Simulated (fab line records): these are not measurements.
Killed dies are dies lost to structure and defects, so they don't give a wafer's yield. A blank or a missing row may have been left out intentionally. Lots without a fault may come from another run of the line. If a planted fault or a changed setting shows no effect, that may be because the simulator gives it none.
2 desks, one fault | flow gf180mcu | what lay behind the numbers comes last; until then each desk has only its own

DESK OF THE TOOL OWNER: plasma-asher-01
The tool's own readings at GF_MIM_STRIP_20 (strips in O2/N2): means of the sampled wafers that have a number, for each lot that ran on this tool. A lot is out of limits, marked OUT, if its mean lies more than 4 standard deviations from the usual mean; the brackets give that distance.
Columns: A = drypump-motor-current-A at GF_MIM_STRIP_20, usual 5.8 A; B = heater-power-w at GF_MIM_STRIP_20, usual 303 W; C = o2-flow-sccm at GF_MIM_STRIP_20, usual 3001 sccm; D = oes-product-au at GF_MIM_STRIP_20, usual 0.692 a.u.; E = strip-time-to-endpoint-s at GF_MIM_STRIP_20, usual 11.23 s
lot  | first seen here | A   | B   | C    | D     | E
L295 | day 25 22:11    | 6.1 | 300 | 2990 | 0.692 | 11.18
L296 | day 26 08:36    | 6.2 | 299 | 2988 | 0.696 | 11.26
L306 | day 29 08:24    | 6.1 | 298 | 3008 | 0.689 | 11.19
L307 | day 29 19:49    | 6.1 | 301 | 2999 | 0.689 | 11.25
L308 | day 30 00:16    | 6.1 | 298 | 2996 | 0.692 | 11.18
This desk found nothing out of limits on any of the 5 lots.

AT THE METROLOGY DESK
Lot by lot, what the gauges showed, no matter which tool ran the lot: averages of those sampled wafers that carry a number. A lot is out of limits, marked OUT, if its mean lies more than 4 standard deviations from the usual mean; the brackets give that distance.
Columns: A = cd-nm at GF_V5_CD_MEAS_14, usual 259.8 nm; B = V5_W_THK at GF_V5_THK_MEAS_25, usual 351 nm
lot  | first seen here | A     | B
L293 | day 27 05:18    | 259.2 | 350
L294 | day 27 14:02    | 260.1 | 361
L295 | day 27 16:11    | 259.1 | 352
L296 | day 28 02:21    | 259.0 | 350
L297 | day 28 14:10    | 259.4 | 351
L298 | day 28 21:41    | 262.0 | 353
L299 | day 29 05:37    | 259.3 | 342
L300 | day 29 14:07    | 258.5 | 357
L301 | day 29 21:35    | 260.3 | 346
L302 | day 29 23:39    | 261.1 | 350
L306 | day 30 23:35    | 259.0 | 353
L307 | day 31 09:26    | 261.3 | 345
L308 | day 31 13:10    | 259.7 | 353
This desk found nothing out of limits on any of the 13 lots.

PUT TOGETHER
Nothing out of limits was seen by the tool owner's desk.
Nothing out of limits was seen by the metrology desk.

WHAT HAD BEEN PUT IN BY THE SIMULATOR
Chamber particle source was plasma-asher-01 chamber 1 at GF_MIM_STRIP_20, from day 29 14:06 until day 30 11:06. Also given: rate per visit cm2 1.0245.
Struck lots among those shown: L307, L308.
